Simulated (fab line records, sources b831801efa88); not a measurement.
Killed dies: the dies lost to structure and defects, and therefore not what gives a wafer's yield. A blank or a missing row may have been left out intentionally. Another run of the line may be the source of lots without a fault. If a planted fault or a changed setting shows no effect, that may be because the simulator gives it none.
A struck lot beside a sound one || flow gf180mcu || 15 steps out of a route of 602
Sound: the wafers L572.3, L572.4, L572.6. Struck: wafer L583.4. (L583.1, L583.2 of the same lot were not struck and are left out.) The cause comes at the end.
For every step that has rows: the tool of each side, followed by ch and its chambers, followed by its first start. Under that, the readings that differ: sound wafers || struck wafers || difference of the means || sigmas: that difference in standard deviations of wafers without a fault.
alike: words and numbers the same on both sides, and readings whose means are apart by under 2 such deviations; not compared: readings that were withheld, readings missing a value for some wafer, numbers with overlapping values and no deviation given by the record, and bounds like >300 which may hide the same value.
A row with sigmas, a row that says differs or no value, or rows on one side alone: a step with any of these is where the two part. Non-overlapping numbers with no deviation appear without sigmas and do not part them. A reading that every wafer of one side lacks parts them only if that side has two wafers or more.

first, 6 steps without rows for these wafers: GF_TOP_METAL_HMDS_08 (prime time 60 s); GF_TOP_METAL_COAT_09 (resist thk 1500 nm); GF_TOP_METAL_SOFTBAKE_10 (time 60 s); GF_TOP_METAL_EXPOSE_11 (exposes mask MetalTop, target cd 440 nm); GF_TOP_METAL_PEB_12; GF_TOP_METAL_DEVELOP_13 (develop time 60 s).
GF_TOP_METAL_CD_MEAS_14: target cd 440 nm.
  sound on cd-sem-01, day 29 14:04; struck on cd-sem-01, day 32 15:38
  alike: cd-nm
GF_TOP_METAL_OVL_MEAS_15:
  sound on overlay-01, day 29 14:10; struck on overlay-01, day 32 15:46
  alike: TOP_METAL_OVL
GF_TOP_METAL_METAL_ETCH_16: etches the open film in Cl2/BCl3, stops on SiO2, target depth 1197 nm, time 199.5 s.
  sound on rie-metal-04 ch 1, day 29 14:19; struck on rie-metal-03 ch 1, day 32 15:47
{"reading": "bias-w (W)", "sound": "139.4 140.1 139.9", "struck": 141.1, "difference": "+1.3", "sigmas": "+3"}
{"reading": "drypump-motor-current-A (A)", "sound": "5.3 5.4 5.4", "struck": 6.0, "difference": "+0.6", "sigmas": "+2"}
  alike: mfc-cl2-sccm, oes-product-au, throttle-valve-pct
  not compared: rf-hours-counter-h
GF_TOP_METAL_STRIP_17: strips in O2/N2.
  sound on plasma-asher-04 ch 0,1, day 29 14:36; struck on plasma-asher-03 ch 1, day 32 15:59
  alike: drypump-motor-current-A, heater-power-w, n2-flow-sccm, oes-product-au, strip-time-to-endpoint-s
  not compared: rf-hours-counter-h
then, 2 steps without rows for these wafers: GF_TOP_METAL_STRIP_18 (strips in post etch residue remover, time 1200 s); GF_TOP_METAL_CLEAN_19 (cleans in DIW).
GF_PASSIVATION_CVD_00: deposits SiO2 from TEOS, target thk 1000 nm, time 111.95 s.
  sound on pecvd-02 ch 1,2, day 29 15:10; struck on pecvd-03 ch 1, day 32 17:05
{"reading": "run-length-s (s)", "sound": "140.0 138.6 140.4", "struck": 167.5, "difference": "+27.8", "sigmas": "+59"}
{"reading": "model.SiO2_of_PASSIVATION_CVD_00.thk-nm (nm)", "sound": "1016 997.1 1029", "struck": 1240, "difference": "+226", "sigmas": ""}
  alike: heater-power-outer-w, heater-power-w
  not compared: since-wet-clean-h
GF_PASSIVATION_THK_MEAS_01:
  sound on film-metro-02, day 29 15:16; struck on film-metro-04, day 32 17:10
{"reading": "PASSIVATION_CVD_00_THK (nm)", "sound": "1017 997 1029", "struck": 1240, "difference": "+226", "sigmas": "+15"}
GF_PASSIVATION_CVD_02: deposits Si3N4, target thk 700 nm, time 486.18 s.
  sound on pecvd-04 ch 1,2, day 29 15:19; struck on pecvd-02 ch 2, day 32 17:13
  alike: heater-power-outer-w, heater-power-w, run-length-s
  not compared: since-wet-clean-h

WHERE THEY PART
At GF_TOP_METAL_METAL_ETCH_16 first; at GF_PASSIVATION_THK_MEAS_01 last (within this record only). Later steps at which nothing parts them and some readings are alike: GF_PASSIVATION_CVD_02.

WHY: what the simulator had put in
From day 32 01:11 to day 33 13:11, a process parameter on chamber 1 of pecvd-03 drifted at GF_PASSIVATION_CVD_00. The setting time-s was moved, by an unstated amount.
